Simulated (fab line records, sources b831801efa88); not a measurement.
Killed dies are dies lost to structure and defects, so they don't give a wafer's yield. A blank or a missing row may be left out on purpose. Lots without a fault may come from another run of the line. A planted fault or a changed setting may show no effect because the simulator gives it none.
fab line records | flow sky130
record lots=6 wafers=18 last_day=50
route steps=708 shown METAL1@444 VIA1@458 METAL2@483 PAD_OPEN@708
lots that met no fault: from a run of the same line without faults
start_h: hours from the record's first day to the start of the lot's first wafer shown | wait_h: hours since the lot's step before | " the same as in the row above | L1.1+2: a row that stands for several wafers | - no value, or no start given | * or withheld: withheld | < > ~ a bound
route shown NAME@n: a module of which the file shows steps, and the number in the route of the first | usual: mean/standard deviation of fault-free wafers | same: alike in all rows | chamber/n: place in a boat | sites: the reading at each site | _std_site: their standard deviation | _edge_site: outer sites' mean less inner sites' | radius_mm: how far each site lies from the wafer's centre | mask NAME#n: copy n | behind: the tool/chamber that last shaped the wafer | hold: why the lot was held/for how many hours/how that ended | device: the transistor (n, p or np) that didn't switch | end of line: the same wafers' tests at the end of the route | a step without rows: its recipe alone | killed: dies lost to structure and defects at the first sort, not the wafer's yield | map: a wafer's dies, x killed, . not, _ none there
set.NAME: the setting as run; set.NAME@STEP: as run at that earlier step | model.NAME: the simulator's own value behind a step, which no gauge read
lots at some steps of the route; a table a step, a row a wafer
services: from which hour (start_h, from the record's first day; less than 0 if before it) a tool's chamber was out of use, for how many hours, and why
## steps
# step SKY_METAL1_COAT_10
# recipe resist=KrF-thick spin_rpm=3000 resist_thk_nm=450
# step SKY_METAL1_SOFTBAKE_11
# recipe temp_c=100 time_s=90 resist=KrF-thick
# step SKY_METAL1_EXPOSE_12
# recipe mask_id=MM1 na=0.8 source_shape=annular sigma_inner=0.55 sigma_outer=0.85 target_cd_nm=140 dose_mj=28
# step SKY_METAL1_PEB_13
# recipe peb_temp_c=withheld peb_time_s=withheld resist=KrF-thick
# step SKY_METAL1_DEVELOP_14
# recipe develop_time_s=60 resist=KrF-thick dev_temp_c=21
# step SKY_METAL1_CD_MEAS_15
# recipe target_cd_nm=140
# usual cd_nm=140.0/1.7
# columns lot.wafer tool chamber start_h wait_h cd_nm
L465.3 cd_sem-02 - 768.96 - 137.5
L465.4 " - " " 138.5
L465.6 " - " " 139.2
L466.1 cd_sem-01 - 785.32 - 140.6
L466.3 " - " " 140.3
L466.5 " - " " 142.2
L468.1 cd_sem-02 - 789.07 - 143.2
L468.4 " - " " 143.1
L468.5 " - " " 143.0
L477.1 cd_sem-01 - 864.17 - 143.0
L477.3 " - " " 142.7
L477.5 " - " " 142.3
L485.3 cd_sem-02 - 917.20 - 137.9
L485.4 " - " " 137.5
L485.5 " - " " 138.0
L486.1 cd_sem-01 - 924.37 - 141.3
L486.3 " - " " 139.7
L486.4 " - " " 141.2
# step SKY_METAL1_OVL_MEAS_16
# usual METAL1_OVL=1/4.3
# columns lot.wafer tool chamber start_h wait_h METAL1_OVL[nm]
L465.3 overlay-02 - 769.05 0.1 4
L465.4 " - " " 6
L465.6 " - " " 8
L466.1 overlay-02 - 785.44 0.1 -2
L466.3 " - " " 2
L466.5 " - " " 2
L468.1 overlay-01 - 789.19 0.1 8
L468.4 " - " " 8
L468.5 " - " " 7
L477.1 overlay-02 - 864.29 0.1 -5
L477.3 " - " " -2
L477.5 " - " " -11
L485.3 overlay-01 - 917.30 0.1 6
L485.4 " - " " 2
L485.5 " - " " 0
L486.1 overlay-02 - 924.49 0.1 9
L486.3 " - " " 8
L486.4 " - " " 6
# step SKY_METAL1_DESCUM_17
# recipe chemistry=O2 source_power_w=150 bias_power_w=0 pressure_mtorr=10 temp_c=40 time_s=8
# usual drypump_motor_current_A=5.9/0.4 oes_product_au=1.001/0.012
# columns lot.wafer tool chamber start_h wait_h drypump_motor_current_A oes_product_au rf_hours_counter_h
L465.3 rie_metal-01 0 769.08 0.0 5.5 1.007 -
L465.4 " 1 " " 6.4 1.009 -
L465.6 " 1 " " 6.4 1.006 -
L466.1 rie_metal-01 1 785.48 0.0 6.4 1.019 4
L466.3 " 0 " " 5.5 1.010 -
L466.5 " 1 " " 6.4 1.007 -
L468.1 rie_metal-03 1 789.23 0.0 6.1 0.982 12
L468.4 " 0 " " 5.9 1.002 -
L468.5 " 1 " " 6.1 0.983 -
L477.1 rie_metal-03 1 864.32 0.0 6.1 0.990 14
L477.3 " 1 " " 6.1 0.991 -
L477.5 " 1 " " 6.1 0.977 -
L485.3 rie_metal-01 0 917.33 0.0 5.4 1.001 -
L485.4 " 1 " " 6.5 1.012 -
L485.5 " 1 " " 6.4 1.007 -
L486.1 rie_metal-04 0 924.52 0.0 5.6 1.013 7
L486.3 " 1 " " 5.2 0.997 -
L486.4 " 0 " " 5.6 0.995 -
# step SKY_METAL1_ETCH_18
# recipe chemistry=N2/H2 target=BARC ion_energy_ev=200 bias_w=100 pressure_mtorr=30 n2_flow_sccm=100 h2_flow_sccm=200 icp_w=500 stop_on=SiO2 time_s=47.78 target_depth_a=600
# step SKY_METAL1_METAL_ETCH_19
# recipe target_depth_a=3600 stop_on=SiO2 over_etch_frac=0.3 time_s=78 chemistry=Cl2/BCl3 resist_sidewall_deg=88 pressure_mtorr=10 icp_w=900 bias_w=48.5 Cl2_flow_sccm=60 bcl3_flow_sccm=30
# step SKY_METAL1_STRIP_20
# recipe chemistry=O2/N2 power_w=1400 pressure_mtorr=1500 platen_temp_c=withheld o2_flow_sccm=3000 n2_flow_sccm=300 overash_fraction=0.5
# step SKY_METAL1_STRIP_21
# recipe chemistry=post_etch_residue_remover time_s=1200 temp_c=72.5
# step SKY_METAL1_CLEAN_22
# recipe chemistry=IPA time_s=180 temp_c=25
# columns lot.wafer tool chamber start_h wait_h
L465.3+4+6 wet_bench-03 3 769.70 0.0
L466.1+3+5 wet_bench-04 1 786.10 0.0
L468.1+4+5 wet_bench-04 1 789.85 0.0
L477.1+3+5 wet_bench-04 0 865.16 0.0
L485.3+4+5 wet_bench-01 0 917.95 0.0
L486.1+3+4 wet_bench-03 1 925.15 0.0
# step SKY_METAL1_CLEAN_23
# recipe chemistry=O3/DIW dry=n2_spin
# step SKY_VIA1_HDPCVD_00
# recipe material=SiO2 target_thk_nm=1030 sigma_open_frac=0.3 time_s=171.7 temp_c=400 sih4_flow_sccm=60 pressure_mtorr=6
# step SKY_VIA1_THK_MEAS_01
# recipe reads=SiO2_of_VIA1_HDPCVD_00
# usual VIA1_HDPCVD_THK=1029/9.7
# columns lot.wafer tool chamber start_h wait_h VIA1_HDPCVD_THK[nm]
L465.3 film_metro-04 - 770.10 0.1 1021
L465.4 " - " " 1023
L465.6 " - " " 1019
L466.1 film_metro-01 - 786.42 0.1 1022
L466.3 " - " " 1011
L466.5 " - " " 1027
L468.1 film_metro-02 - 790.17 0.1 1009
L468.4 " - " " 1024
L468.5 " - " " 1020
L477.1 film_metro-04 - 865.42 0.1 1030
L477.3 " - " " 1022
L477.5 " - " " 1023
L485.3 film_metro-02 - 918.23 0.1 1023
L485.4 " - " " 1030
L485.5 " - " " 1019
L486.1 film_metro-01 - 925.47 0.1 1032
L486.3 " - " " 1043
L486.4 " - " " 1039
# step SKY_VIA1_CMP_02
# recipe material=SiO2 down_force_psi=4 platen_rpm=60 pad_velocity_m_s=0.94248
# step SKY_VIA1_BOW_MEAS_03
# recipe mode=bow
# usual VIA1_BOW=80/7.9
# columns lot.wafer tool chamber start_h wait_h VIA1_BOW[um]
L465.3 film_metro-02 - 770.48 0.1 84
L465.4 " - " " 79
L465.6 " - " " 80
L466.1 film_metro-01 - 786.78 0.2 73
L466.3 " - " " 78
L466.5 " - " " 75
L468.1 film_metro-01 - 790.53 0.2 87
L468.4 " - " " 89
L468.5 " - " " 85
L477.1 film_metro-04 - 865.78 0.1 83
L477.3 " - " " 94
L477.5 " - " " 90
L485.3 film_metro-01 - 918.70 0.3 85
L485.4 " - " " 84
L485.5 " - " " 86
L486.1 film_metro-04 - 925.83 0.1 87
L486.3 " - " " 84
L486.4 " - " " 89
# step SKY_VIA1_DEHYDRATE_04
# recipe temp_c=200 time_s=60
# step SKY_VIA1_HMDS_05
# recipe prime_time_s=60 prime_temp_c=120
# step SKY_VIA1_COAT_06
# recipe resist=BARC temp_c=withheld time_s=withheld spin_rpm=3000 resist_thk_nm=60
# step SKY_VIA1_COAT_07
# recipe resist=KrF-thick spin_rpm=3000 resist_thk_nm=450
# step SKY_VIA1_SOFTBAKE_08
# recipe temp_c=100 time_s=90 resist=KrF-thick
# step SKY_VIA1_EXPOSE_09
# recipe mask_id=VIM na=0.8 source_shape=annular sigma_inner=0.55 sigma_outer=0.85 target_cd_nm=150 dose_mj=38
# step SKY_VIA1_PEB_10
# recipe peb_temp_c=withheld peb_time_s=withheld resist=KrF-thick
# step SKY_VIA1_DEVELOP_11
# recipe develop_time_s=60 resist=KrF-thick dev_temp_c=21
# step SKY_VIA1_CD_MEAS_12
# recipe target_cd_nm=150
# usual cd_nm=150.1/1.9
# columns lot.wafer tool chamber start_h wait_h cd_nm
L465.3 cd_sem-01 - 796.21 - 150.1
L465.4 " - " " 152.6
L465.6 " - " " 151.0
L466.1 cd_sem-02 - 814.42 - 153.4
L466.3 " - " " 150.6
L466.5 " - " " 150.7
L468.1 cd_sem-01 - 817.37 - 148.4
L468.4 " - " " 150.2
L468.5 " - " " 149.0
L477.1 cd_sem-01 - 891.07 - 151.1
L477.3 " - " " 153.0
L477.5 " - " " 151.1
L485.3 cd_sem-01 - 942.91 - 148.4
L485.4 " - " " 150.2
L485.5 " - " " 149.0
L486.1 cd_sem-02 - 949.87 - 152.1
L486.3 " - " " 150.8
L486.4 " - " " 150.7
# step SKY_VIA1_OVL_MEAS_13
# usual VIA1_OVL=-1/6.2
# columns lot.wafer tool chamber start_h wait_h VIA1_OVL[nm]
L465.3 overlay-01 - 796.30 0.1 1
L465.4 " - " " 6
L465.6 " - " " -7
L466.1 overlay-01 - 814.54 0.1 -3
L466.3 " - " " -8
L466.5 " - " " -6
L468.1 overlay-02 - 817.49 0.1 2
L468.4 " - " " -3
L468.5 " - " " 1
L477.1 overlay-01 - 891.19 0.1 3
L477.3 " - " " 1
L477.5 " - " " -4
L485.3 overlay-01 - 943.01 0.1 2
L485.4 " - " " -11
L485.5 " - " " 3
L486.1 overlay-01 - 949.99 0.1 -5
L486.3 " - " " 5
L486.4 " - " " -3
# step SKY_VIA1_ETCH_14
# recipe chemistry=N2/H2 target=BARC ion_energy_ev=200 source_w=500 bias_w=100 pressure_mtorr=30 n2_flow_sccm=100 h2_flow_sccm=200 stop_on=SiO2 time_s=45.9 target_depth_a=600
# step SKY_VIA1_ETCH_15
# recipe target=SiO2 chemistry=C4F8/O2/Ar target_depth_nm=351 stop_on=TiN mask_material=KrF-thick source_w=1500 bias_w=1200 pressure_mtorr=40 c4f8_flow_sccm=withheld O2_flow_sccm=6 Ar_flow_sccm=300 time_s=54
# step SKY_VIA1_STRIP_16
# recipe chemistry=O2/N2 power_w=1400 pressure_mtorr=1500 platen_temp_c=withheld o2_flow_sccm=3000 n2_flow_sccm=300 overash_fraction=0.5
# usual drypump_motor_current_A=6.1/0.53 oes_product_au=0.416/0.0051 strip_time_to_endpoint_s=4.459/0.027
# same overash_fraction=0.5
# columns lot.wafer tool chamber start_h wait_h drypump_motor_current_A oes_product_au rf_hours_counter_h strip_time_to_endpoint_s
L465.3 plasma_asher-02 1 796.44 0.1 6.0 0.419 - 4.431
L465.4 " 0 " " 6.2 0.417 - 4.411
L465.6 " 1 " " 6.0 0.414 - 4.403
L466.1 plasma_asher-01 0 814.67 0.0 4.9 0.416 36 4.455
L466.3 " 1 " " 6.5 0.415 - 4.467
L466.5 " 1 " " 6.4 0.416 - 4.468
L468.1 plasma_asher-01 1 817.61 0.0 6.4 0.420 36 4.494
L468.4 " 0 " " 5.0 0.412 - 4.513
L468.5 " 1 " " 6.4 0.413 - 4.473
L477.1 plasma_asher-03 0 891.32 0.0 6.6 0.413 16 4.505
L477.3 " 0 " " 6.6 0.415 - 4.450
L477.5 " 0 " " 6.5 0.419 - 4.488
L485.3 plasma_asher-01 1 943.15 0.1 6.4 0.415 - 4.460
L485.4 " 0 " " 5.0 0.431 - 4.437
L485.5 " 0 " " 5.0 0.415 - 4.479
L486.1 plasma_asher-02 0 950.12 0.0 6.2 0.405 111 4.448
L486.3 " 1 " " 6.0 0.424 - 4.463
L486.4 " 0 " " 6.2 0.425 - 4.452
# step SKY_VIA1_STRIP_17
# recipe chemistry=post_etch_residue_remover time_s=1200 temp_c=72.5
# step SKY_VIA1_CLEAN_18
# recipe chemistry=IPA time_s=180 temp_c=25
# step SKY_VIA1_CLEAN_19
# recipe chemistry=O3/DIW dry=n2_spin
# step SKY_VIA1_SPUTTER_20
# recipe material=TiN target_thk_nm=20 chamber_pressure_pa=5 power_w=4000 time_s=80
# step SKY_VIA1_CVD_21
# recipe material=W target_thk_nm=270 time_s=80.902 temp_c=400 pressure_torr=40
# usual chamber_pressure_Torr=39.99/0.08 heater_power_w=830/35
# columns lot.wafer tool chamber start_h wait_h chamber_pressure_Torr heater_power_w
L465.3 cvd_w-01 0 797.10 0.1 39.95 800
L465.4 " 1 " " 40.08 827
L465.6 " 1 " " 39.99 822
L466.1 cvd_w-02 0 815.32 0.0 40.01 857
L466.3 " 1 " " 39.99 795
L466.5 " 0 " " 40.10 882
L468.1 cvd_w-01 1 818.26 0.0 40.00 825
L468.4 " 1 " " 39.98 813
L468.5 " 0 " " 40.02 800
L477.1 cvd_w-01 0 891.98 0.0 39.86 794
L477.3 " 0 " " 40.10 826
L477.5 " 0 " " 40.06 791
L485.3 cvd_w-02 1 943.81 0.1 40.00 818
L485.4 " 0 " " 40.08 877
L485.5 " 0 " " 39.98 893
L486.1 cvd_w-02 1 950.77 0.0 39.94 807
L486.3 " 1 " " 39.96 819
L486.4 " 0 " " 40.04 905
# step SKY_VIA1_RS_MEAS_22
# recipe thk_meas_gauge=four-point-probe reads=W_of_VIA1_CVD_21+TiN_of_VIA1_SPUTTER_20
# usual VIA1_W_RS=0.428/0.0065
# columns lot.wafer tool chamber start_h wait_h VIA1_W_RS[ohm/sq]
L465.3 film_metro-04 - 797.21 0.1 0.425
L465.4 " - " " 0.430
L465.6 " - " " 0.430
L466.1 film_metro-01 - 815.41 0.1 0.442
L466.3 " - " " 0.434
L466.5 " - " " 0.442
L468.1 film_metro-01 - 818.36 0.1 0.426
L468.4 " - " " 0.423
L468.5 " - " " 0.421
L477.1 film_metro-02 - 892.07 0.1 0.425
L477.3 " - " " 0.423
L477.5 " - " " 0.425
L485.3 film_metro-01 - 943.91 0.1 0.436
L485.4 " - " " 0.435
L485.5 " - " " 0.437
L486.1 film_metro-02 - 950.86 0.1 0.432
L486.3 " - " " 0.429
L486.4 " - " " 0.424
# step SKY_VIA1_THK_MEAS_23
# recipe thk_meas_gauge=xrf reads=W_of_VIA1_CVD_21
# usual VIA1_W_THK=269/4.5
# columns lot.wafer tool chamber start_h wait_h VIA1_W_THK[nm]
L465.3 film_metro-04 - 797.31 0.1 268
L465.4 " - " " 265
L465.6 " - " " 264
L466.1 film_metro-01 - 815.53 0.1 260
L466.3 " - " " 264
L466.5 " - " " 261
L468.1 film_metro-01 - 818.48 0.1 271
L468.4 " - " " 272
L468.5 " - " " 273
L477.1 film_metro-02 - 892.19 0.1 275
L477.3 " - " " 275
L477.5 " - " " 274
L485.3 film_metro-01 - 944.01 0.1 262
L485.4 " - " " 261
L485.5 " - " " 262
L486.1 film_metro-02 - 950.98 0.1 267
L486.3 " - " " 271
L486.4 " - " " 272
# step SKY_VIA1_CMP_24
# recipe stop_on=SiO2 t_overpolish_s=15 down_force_psi=3.5 platen_rpm=60 target_thk_nm=0 pad_velocity_m_s=0.94248
# usual head_pressure_psi=3.499/0.0078 motor_current_A=11.2/1.6 overpolish_run_s=14.999/0.0088 time_to_endpoint_s=66/4.5
# columns lot.wafer tool chamber start_h wait_h head_pressure_psi motor_current_A overpolish_run_s time_to_endpoint_s
L465.4 cmp-01 1 797.44 0.1 3.494 11.2 14.995 65
L465.3 " 3 " " 3.499 10.6 14.996 73
L465.6 " 1 " " 3.493 11.5 14.989 64
L466.3 cmp-02 2 815.64 0.1 3.514 10.4 14.990 64
L466.1 " 0 " " 3.501 15.5 14.998 63
L466.5 " 1 " " 3.491 10.9 15.005 65
L468.4 cmp-01 3 818.54 0.0 3.496 10.2 14.990 70
L468.1 " 2 " " 3.503 10.3 14.994 65
L468.5 " 3 " " 3.502 10.8 14.994 70
L477.1 cmp-02 1 892.30 0.1 3.492 10.4 14.988 71
L477.3 " 2 " " 3.502 10.1 15.007 68
L477.5 " 1 " " 3.503 11.6 15.007 72
L485.4 cmp-01 2 944.31 0.3 3.494 10.1 14.991 66
L485.3 " 3 " " 3.510 10.7 14.977 62
L485.5 " 2 " " 3.516 10.3 14.992 61
L486.3 cmp-01 0 951.04 0.0 3.509 11.7 15.002 62
L486.1 " 2 " " 3.491 10.5 15.001 66
L486.4 " 3 " " 3.498 10.0 15.013 69
# step SKY_METAL2_SPUTTER_00
# recipe material=Ti target_thk_nm=15 power_w=3000 time_s=10 chamber_pressure_pa=0.4
# usual throttle_valve_pct=30.0/1.2
# columns lot.wafer tool chamber start_h wait_h throttle_valve_pct
L465.3 pvd_sputter-04 - 797.74 0.1 31.5
L465.4 " - " " 29.4
L465.6 " - " " 30.7
L466.1 pvd_sputter-01 - 815.89 0.1 28.7
L466.3 " - " " 31.1
L466.5 " - " " 30.9
L468.1 pvd_sputter-03 - 818.84 0.1 31.0
L468.4 " - " " 30.4
L468.5 " - " " 30.3
L477.1 pvd_sputter-01 - 892.55 0.2 28.7
L477.3 " - " " 30.7
L477.5 " - " " 28.8
L485.3 pvd_sputter-03 - 944.56 0.1 27.6
L485.4 " - " " 31.1
L485.5 " - " " 30.3
L486.1 pvd_sputter-03 - 951.34 0.1 30.8
L486.3 " - " " 31.3
L486.4 " - " " 30.9
# step SKY_METAL2_SPUTTER_01
# recipe material=TiN target_thk_nm=20 power_w=6500 time_s=16.7 chamber_pressure_pa=0.4127
# step SKY_METAL2_SPUTTER_02
# recipe material=AlCu target_thk_nm=250 power_w=10600 time_s=13.3 chamber_pressure_pa=0.4
# step SKY_PAD_OPEN_PROBE_99
# usual defect_limited_yield=82.4/2 killed_at_M0_to_M3=44/7.1 killed_at_M4_up=3/1.6 killed_at_contacts=24/5.4 killed_at_front_end=15/4.7 killed_at_other=0.3/0.51 killed_dies=87/9.9 killed_open=48/7.6 killed_short=39/6.3 sort_bin_3_pad_short=0.9/0.39 sort_bin_5_function=10.5/1.6 sort_bin_6_memory=6.3/1.1 sort_n_pass=405/9.9 sort_yield_pct=82.4/2
# same gross_dies=492 killed_at_back_side=0 sort_bin_4_leakage[%]=0 sort_bin_8_speed[%]=0
# columns lot.wafer tool chamber start_h wait_h defect_limited_yield[%] killed_at_M0_to_M3 killed_at_M4_up killed_at_contacts killed_at_front_end killed_at_other killed_dies killed_open killed_short sort_bin_3_pad_short[%] sort_bin_5_function[%] sort_bin_6_memory[%] sort_n_pass sort_yield_pct[%] model.etest.tester.sort_n_pass model.etest.tester.sort_yield_pct model.etest.tester.sort_bin_5_pct model.etest.tester.sort_bin_3_pct
L465.3 prober-01 - 1079.34 0.2 82.7 47 0 20 18 0 85 49 36 1.2 8.5 7.5 407 82.7 407 82.72 8.537 1.22
L465.4 prober-01 - 1079.39 0.2 81.5 45 1 19 26 0 91 51 40 0.8 11.8 5.9 401 81.5 401 81.5 11.79 0.813
L465.6 prober-01 - 1079.49 0.2 81.7 52 2 22 14 0 90 60 30 0.8 12.8 4.7 402 81.7 402 81.71 12.8 0.813
L466.1 prober-01 - 1092.58 0.1 77.6 75 2 21 12 0 110 41 34 4.1 13.0 5.3 382 77.6 382 77.64 13.01 4.065
L466.3 prober-01 - 1092.68 0.2 76.6 77 2 23 12 1 115 42 39 2.4 14.2 6.7 377 76.6 377 76.63 14.23 2.439
L466.5 prober-01 - 1092.78 0.2 76.0 82 3 27 6 0 118 42 37 1.4 14.2 8.3 374 76.0 374 76.02 14.23 1.423
L468.1 prober-02 - 1093.54 0.1 77.0 76 5 22 10 0 113 49 33 3.9 11.4 7.7 379 77.0 379 77.03 11.38 3.862
L468.4 prober-02 - 1093.69 0.2 73.0 89 3 26 15 0 133 46 49 3.3 16.9 6.9 359 73.0 359 72.97 16.87 3.252
L468.5 prober-02 - 1093.74 0.2 77.4 68 3 26 14 0 111 40 35 3.7 12.8 6.1 381 77.4 381 77.44 12.8 3.659
L477.1 prober-02 - 1153.89 0.1 81.5 46 1 29 15 0 91 51 40 1.4 10.2 6.9 401 81.5 401 81.5 10.16 1.423
L477.3 prober-02 - 1153.99 0.2 82.1 51 1 20 14 2 88 52 36 1.2 11.6 5.1 404 82.1 404 82.11 11.59 1.22
L477.5 prober-02 - 1154.09 0.2 81.5 46 3 21 21 0 91 51 40 0.4 11.0 7.1 401 81.5 401 81.5 10.98 0.4065
L485.3 prober-02 - 1188.74 0.2 87.4 26 3 16 17 0 62 34 28 0.6 6.7 5.3 430 87.4 430 87.4 6.707 0.6098
L485.4 prober-02 - 1188.79 0.2 79.9 40 2 31 25 1 99 57 42 0.6 12.6 6.9 393 79.9 393 79.88 12.6 0.6098
L485.5 prober-02 - 1188.84 0.2 82.9 40 3 25 16 0 84 44 40 0.4 9.3 7.3 408 82.9 408 82.93 9.35 0.4065
L486.1 prober-01 - 1191.49 0.1 84.8 38 5 18 14 0 75 42 33 1.4 8.1 5.7 417 84.8 417 84.76 8.13 1.423
L486.3 prober-01 - 1191.59 0.2 83.9 48 5 17 9 0 79 44 35 0.6 9.8 5.7 413 83.9 413 83.94 9.756 0.6098
L486.4 prober-01 - 1191.64 0.2 84.6 35 3 27 11 0 76 43 33 0.4 7.5 7.5 416 84.6 416 84.55 7.52 0.4065
# killed by level:class
L465.3 VIA2:geometric_particle:open=12 FIELD_ISO:geometric_particle:open=7 CONTACT:geometric_particle:open=7 VIA1:geometric_particle:open=7 VIA1:geometric_particle:short=6 VIA3:geometric_particle:open=6 LI_CONTACT:geometric_particle:open=5 METAL2:geometric_particle:short=4
L465.4 FIELD_ISO:geometric_particle:open=12 VIA1:geometric_particle:open=12 METAL1:geometric_particle:short=8 VIA2:geometric_particle:short=8 CONTACT:geometric_particle:open=7 FIELD_ISO:geometric_particle:short=4 POLY_GATE:geometric_particle:open=4 LI_CONTACT:geometric_particle:open=4
L465.6 VIA1:geometric_particle:open=15 LI_CONTACT:geometric_particle:open=10 VIA3:geometric_particle:open=9 VIA2:geometric_particle:open=7 CONTACT:geometric_particle:open=5 METAL2:geometric_particle:short=5 VIA2:geometric_particle:short=5 POLY_GATE:geometric_particle:open=4
L466.1 METAL1:unspecified=35 VIA1:geometric_particle:open=7 LI_CONTACT:geometric_particle:open=7 VIA1:geometric_particle:short=7 CONTACT:geometric_particle:open=6 VIA3:geometric_particle:open=6 METAL2:geometric_particle:short=5 VIA2:geometric_particle:open=5
L466.3 METAL1:unspecified=34 CONTACT:geometric_particle:open=9 VIA1:geometric_particle:open=8 VIA1:geometric_particle:short=7 METAL1:geometric_particle:short=6 VIA3:geometric_particle:open=6 CONTACT:geometric_particle:short=6 VIA2:geometric_particle:open=6
L466.5 METAL1:unspecified=39 CONTACT:geometric_particle:open=9 VIA1:geometric_particle:open=9 VIA3:geometric_particle:open=7 LOCAL_INTERCONNECT:geometric_particle:short=6 METAL2:geometric_particle:short=6 VIA2:geometric_particle:open=6 CONTACT:geometric_particle:short=5
L468.1 METAL1:unspecified=31 VIA1:geometric_particle:open=9 VIA2:geometric_particle:open=9 LI_CONTACT:geometric_particle:open=7 LOCAL_INTERCONNECT:geometric_particle:short=7 METAL2:geometric_particle:short=6 VIA3:geometric_particle:open=5 POLY_GATE:geometric_particle:open=4
L468.4 METAL1:unspecified=38 VIA1:geometric_particle:open=10 CONTACT:geometric_particle:open=9 LI_CONTACT:geometric_particle:open=8 VIA1:geometric_particle:short=8 VIA3:geometric_particle:open=7 METAL3:geometric_particle:short=6 VIA3:geometric_particle:short=6
L468.5 METAL1:unspecified=36 CONTACT:geometric_particle:open=10 VIA2:geometric_particle:open=8 LI_CONTACT:geometric_particle:open=7 VIA3:geometric_particle:short=6 VIA3:geometric_particle:open=5 FIELD_ISO:geometric_particle:short=4 FIELD_ISO:geometric_particle:open=4
L477.1 CONTACT:geometric_particle:open=14 VIA1:geometric_particle:open=13 VIA2:geometric_particle:open=7 VIA1:geometric_particle:short=6 LI_CONTACT:geometric_particle:open=6 METAL2:geometric_particle:short=6 FIELD_ISO:geometric_particle:open=5 POLY_GATE:geometric_particle:short=4
L477.3 VIA1:geometric_particle:open=11 VIA3:geometric_particle:open=8 METAL1:geometric_particle:short=7 VIA1:geometric_particle:short=7 POLY_GATE:geometric_particle:open=6 CONTACT:geometric_particle:open=6 LI_CONTACT:geometric_particle:open=5 VIA2:geometric_particle:open=5
L477.5 VIA1:geometric_particle:open=11 METAL1:geometric_particle:short=8 POLY_GATE:geometric_particle:open=7 CONTACT:geometric_particle:open=7 LI_CONTACT:geometric_particle:open=5 METAL2:geometric_particle:short=5 VIA3:geometric_particle:open=5 FIELD_ISO:geometric_particle:short=4
L485.3 CONTACT:geometric_particle:open=6 POLY_GATE:geometric_particle:open=5 VIA1:geometric_particle:open=5 FIELD_ISO:geometric_particle:short=4 CONTACT:geometric_particle:short=4 VIA2:geometric_particle:open=4 VIA3:geometric_particle:open=4 FIELD_ISO:geometric_particle:open=3
L485.4 LI_CONTACT:geometric_particle:open=11 POLY_GATE:geometric_particle:open=8 VIA3:geometric_particle:open=8 VIA1:geometric_particle:open=8 LI_CONTACT:geometric_particle:short=6 CONTACT:geometric_particle:open=6 METAL2:geometric_particle:short=6 FIELD_ISO:geometric_particle:open=5
L485.5 CONTACT:geometric_particle:open=8 CONTACT:geometric_particle:short=7 VIA1:geometric_particle:open=7 METAL2:geometric_particle:short=6 VIA2:geometric_particle:open=6 FIELD_ISO:geometric_particle:open=5 LI_CONTACT:geometric_particle:open=5 METAL1:geometric_particle:short=5
L486.1 VIA1:geometric_particle:open=16 LI_CONTACT:geometric_particle:open=10 METAL1:geometric_particle:short=6 FIELD_ISO:geometric_particle:open=5 METAL4:geometric_particle:short=5 FIELD_ISO:geometric_particle:short=4 POLY_GATE:geometric_particle:open=3 CONTACT:geometric_particle:open=3
L486.3 VIA1:geometric_particle:open=11 LI_CONTACT:geometric_particle:open=7 METAL1:geometric_particle:short=7 VIA1:geometric_particle:short=7 CONTACT:geometric_particle:open=6 VIA2:geometric_particle:open=6 METAL2:geometric_particle:short=5 VIA3:geometric_particle:open=4
L486.4 CONTACT:geometric_particle:open=10 LI_CONTACT:geometric_particle:open=7 VIA1:geometric_particle:open=7 CONTACT:geometric_particle:short=6 VIA3:geometric_particle:open=5 METAL3:geometric_particle:short=5 VIA2:geometric_particle:open=4 FIELD_ISO:geometric_particle:short=3
# map L466.5 (x killed, . not)
__________x......x.._________
________.......x.xx..._______
______...x...xx.......xx_____
_____..x..........x..x.x.____
____x.x...x........x.....x___
___xx.x.............x.x....__
__.........x............x..._
_.................x.......x..
_.xx..........x..............
_xx..........x.............x.
_....xx....x...x..xxx...x.x.x
_...x.....x...xx........x....
_....xx....................xx
_....xx..x.x.xx..............
_....x...........xx...x......
__.........x...x.xx...xxx.x._
___....x.......x..x.xxxxxx.__
____...x........x.xxxxxxxx___
_____xxx........xxxxxxxxx____
______...........xxxxxxx_____
________........x.xxxx_______
__________.......xxx_________
# map L468.4 (x killed, . not)
__________xxx....x.x_________
________..x........x.._______
______..x....x.x..x....._____
_____..x..x..xx.......x..____
____.xx...........xx......___
___......x.....x.....x..x..__
__.x...xx.......xx.x........_
_...x......x.x...............
_.x.....x.x...........x.x....
_........x.............x.....
_.....x.x.xx...x....x.x......
_.x...x.x..x....x....xx......
_.....x......xx.......x......
_.x.xx.xx.......x..x.........
_.x..x.........x.xx...x..x...
__.........x...x.....x.x...x_
___..........x.x.xxxxxxxxxx__
____......xx....x.xxxxxxxx___
_____x....x......xxxxxxxx____
______.x..x.x.x..xxxxxxx_____
________xx.x.x.x.xxxxx_______
__________.....x...x_________
## services
# columns tool chamber start_h hours kind
plasma_asher-01 - 760.83 9.1 repair
cmp-01 - 763.54 4.0 pm
plasma_asher-01 - 779.11 2.8 pm
cvd_w-01 - 792.15 0.9 repair
cmp-02 - 801.90 0.3 repair
wet_bench-04 - 824.31 3.6 repair
cvd_w-01 - 826.56 2.8 pm
wet_bench-04 - 827.95 4.4 pm
cmp-01 - 839.18 0.9 repair
wet_bench-04 - 841.48 3.6 repair
cvd_w-01 1 842.30 2.7 repair
plasma_asher-01 - 849.71 28.1 pm
cvd_w-02 1 849.80 3.3 repair
cmp-01 - 850.44 7.2 pm
rie_metal-03 0 860.64 5.8 repair
cmp-02 - 869.08 0.5 repair
pvd_sputter-01 - 878.99 1.3 repair
cmp-02 - 885.63 1.4 repair
cvd_w-01 - 904.00 14.0 pm
pvd_sputter-01 - 908.66 1.5 repair
cmp-02 - 912.22 4.0 pm
cmp-02 - 919.57 0.5 repair
cvd_w-02 - 923.32 2.8 pm
plasma_asher-02 - 923.70 1.6 repair
## key
first_sign step=SKY_PAD_OPEN_PROBE_99 reading=sort_bin_3_pad_short direction=up sigmas=5.8 usual=0.9 struck=3.1
effect step=SKY_PAD_OPEN_PROBE_99 reading=killed_at_M0_to_M3 direction=up sigmas=4.7 usual=44 struck=78
model_effect step=SKY_PAD_OPEN_PROBE_99 value=etest.tester.sort_n_pass without=406 struck=375.3
met_at SKY_METAL1_CLEAN_22
struck_wafers L466.1,L466.3,L466.5,L468.1,L468.4,L468.5
fault kind=chamber_particle_source tool=wet_bench-04 chamber=- onset_h=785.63 steps=SKY_METAL1_CLEAN_22 rate_per_visit_cm2=1.131 end_h=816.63
